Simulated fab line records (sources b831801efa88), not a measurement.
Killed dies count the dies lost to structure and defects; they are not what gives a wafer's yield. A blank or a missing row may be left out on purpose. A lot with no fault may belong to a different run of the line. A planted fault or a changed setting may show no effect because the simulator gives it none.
What tool caused it?	flow gf180mcu	14 lots, 42 wafers sampled, at 4 steps of a route of 602

== WHAT THE GAUGES READ, wafer by wafer ==
GF_DUAL_GATE_THK_MEAS_03. Usual: DUAL_GATE_OXIDATION_00_THK 10.82 nm, standard deviation 0.21.
lot	measured	on	DUAL_GATE_OXIDATION_00_THK (nm)	flag
L702	day 7 13:45	filmMetro-03	11.18 10.90 10.78	
L703	day 8 00:07	filmMetro-04	10.95 10.80 11.01	
L705	day 8 10:34	filmMetro-02	10.87 10.95 10.96	
L707	day 9 01:23	filmMetro-02	10.72 10.81 10.87	
L709	day 9 15:58	filmMetro-04	10.90 10.85 10.86	
L710	day 9 22:45	filmMetro-02	10.57 10.50 10.79	
L711	day 10 02:22	filmMetro-04	10.79 10.93 10.90	
L712	day 10 10:51	filmMetro-04	10.64 10.52 10.58	
L713	day 10 17:00	filmMetro-02	10.92 10.97 10.91	
L714	day 11 00:04	filmMetro-02	11.20 11.37 11.30	
L721	day 13 02:43	filmMetro-04	10.75 10.70 10.83	
L722	day 13 07:41	filmMetro-02	10.78 10.61 10.79	
L724	day 13 18:38	filmMetro-02	10.84 11.07 10.86	
L725	day 14 06:17	filmMetro-02	10.61 10.94 10.86	

GF_HV_LDD_OVL_MEAS_08. Usual: HV_LDD_OVL 0.1 nm, standard deviation 1.2.
lot	measured	on	HV_LDD_OVL (nm)	flag
L702	day 9 20:17	overlay-01	-0.1 0.7 1.0	
L703	day 10 08:13	overlay-02	1.6 -2.0 -1.0	
L705	day 10 20:04	overlay-01	1.9 0.2 0.0	
L707	day 11 13:52	overlay-01	1.2 0.1 0.0	
L709	day 12 03:52	overlay-01	0.3 0.6 1.1	
L710	day 12 11:17	overlay-01	1.7 0.4 -1.4	
L711	day 12 16:52	overlay-01	2.2 1.8 1.6	
L712	day 13 01:25	overlay-01	0.0 -0.9 0.7	
L713	day 13 08:37	overlay-02	-0.6 -1.2 0.6	
L714	day 13 16:17	overlay-02	0.5 -0.9 -2.0	
L721	day 15 23:47	overlay-01	0.2 1.7 0.8	
L722	day 16 06:08	overlay-01	0.5 1.0 0.3	
L724	day 16 15:22	overlay-01	1.9 1.1 1.6	
L725	day 17 04:40	overlay-01	1.9 1.7 2.1	

GF_SAB_THK_MEAS_01. Usual: SAB_CVD_00_THK 50.2 nm, standard deviation 0.57.
lot	measured	on	SAB_CVD_00_THK (nm)	flag
L702	day 14 01:16	filmMetro-04	49.9 51.4 50.8	
L703	day 14 14:49	filmMetro-03	48.6 49.6 50.0	
L705	day 15 06:27	filmMetro-04	50.2 50.0 50.4	
L707	day 16 03:04	filmMetro-04	49.9 49.2 50.3	
L709	day 16 16:46	filmMetro-03	50.5 50.2 51.2	
L710	day 17 02:23	filmMetro-03	49.6 50.2 50.4	
L711	day 17 09:31	filmMetro-03	49.9 50.5 50.6	
L712	day 17 20:40	filmMetro-03	50.0 48.8 49.7	
L713	day 18 03:39	filmMetro-02	50.0 50.8 50.1	
L714	day 18 13:10	filmMetro-04	49.8 49.7 50.3	
L721	day 21 02:45	filmMetro-04	49.6 50.1 64.2	OFF
L722	day 21 09:46	filmMetro-04	63.0 50.5 49.4	OFF
L724	day 21 19:49	filmMetro-02	50.4 50.7 51.0	
L725	day 22 09:25	filmMetro-02	49.3 49.9 50.5	

== TOOL THAT RAN EACH LOT (tool first, then ch and the chambers of the sampled wafers, then the start) ==
lot	GF_SAB_CVD_00
L702	pecvd-04 ch 0,1,2, day 14 01:14
L703	pecvd-04 ch 0,1,2, day 14 14:48
L705	pecvd-02 ch 0,1,2, day 15 06:26
L707	pecvd-01 ch 0,2, day 16 03:02
L709	pecvd-02 ch 0,2, day 16 16:45
L710	pecvd-02 ch 0,1,2, day 17 02:21
L711	pecvd-04 ch 0,1, day 17 09:29
L712	pecvd-02 ch 0,1,2, day 17 20:38
L713	pecvd-01 ch 0,2, day 18 03:38
L714	pecvd-02 ch 1,2, day 18 13:08
L721	pecvd-01 ch 0,1,2, day 21 02:44
L722	pecvd-01 ch 0,1,2, day 21 09:44
L724	pecvd-02 ch 1,2, day 21 19:47
L725	pecvd-04 ch 0,1, day 22 09:23
- GF_SAB_CVD_00: deposits SiO2 from TEOS, target thk 50 nm, time 4.9302 s.

== WHAT THE TOOLS THEMSELVES READ (means of the sampled wafers that have a number; where no wafer has one, the mark that the record gives instead) ==
GF_SAB_CVD_00. Usual: heaterPowerW 641 W, standard deviation 110; susceptorTempC 400.00 C, standard deviation 0.23.
lot	tool	heaterPowerW (W)	susceptorTempC (C)	flag
L702	pecvd-04	689	400.18	
L703	pecvd-04	729	399.93	
L705	pecvd-02	624	400.07	
L707	pecvd-01	618	399.97	
L709	pecvd-02	554	399.86	
L710	pecvd-02	621	400.07	
L711	pecvd-04	577	400.01	
L712	pecvd-02	626	399.66	
L713	pecvd-01	642	399.93	
L714	pecvd-02	637	399.85	
L721	pecvd-01	643	399.96	
L722	pecvd-01	560	400.15	
L724	pecvd-02	668	400.12	
L725	pecvd-04	622	399.73	

== THE ANSWER, worked out from the rows above alone ==
Rule: lot off if the mean of its wafers having a number is beyond 3 standard deviations from the usual mean. Also off: a lot with no number at a reading for which 4 or more lots have one. All remaining lots with rows at the step are treated as sound. After the gauges, taken in route order, come the tools' own readings; for these a lot's mean is taken, as printed above. The first step at which some lot is off is used, and at that step the reading that is off furthest; a lot without a number counts as furthest.
Off: L721, L722, at GF_SAB_THK_MEAS_01 (SAB_CVD_00_THK).
A tool fits if, at a process step before that reading, it ran every lot that is off, and no sound lot after the first of them. Those tools and the gauges at GF_SAB_THK_MEAS_01 are tried in the same way. Can't be told from this: 2 tools fit, pecvd-01 at GF_SAB_CVD_00, filmMetro-04 at GF_SAB_THK_MEAS_01.

== WHAT THE SIMULATOR HAD PUT IN ==
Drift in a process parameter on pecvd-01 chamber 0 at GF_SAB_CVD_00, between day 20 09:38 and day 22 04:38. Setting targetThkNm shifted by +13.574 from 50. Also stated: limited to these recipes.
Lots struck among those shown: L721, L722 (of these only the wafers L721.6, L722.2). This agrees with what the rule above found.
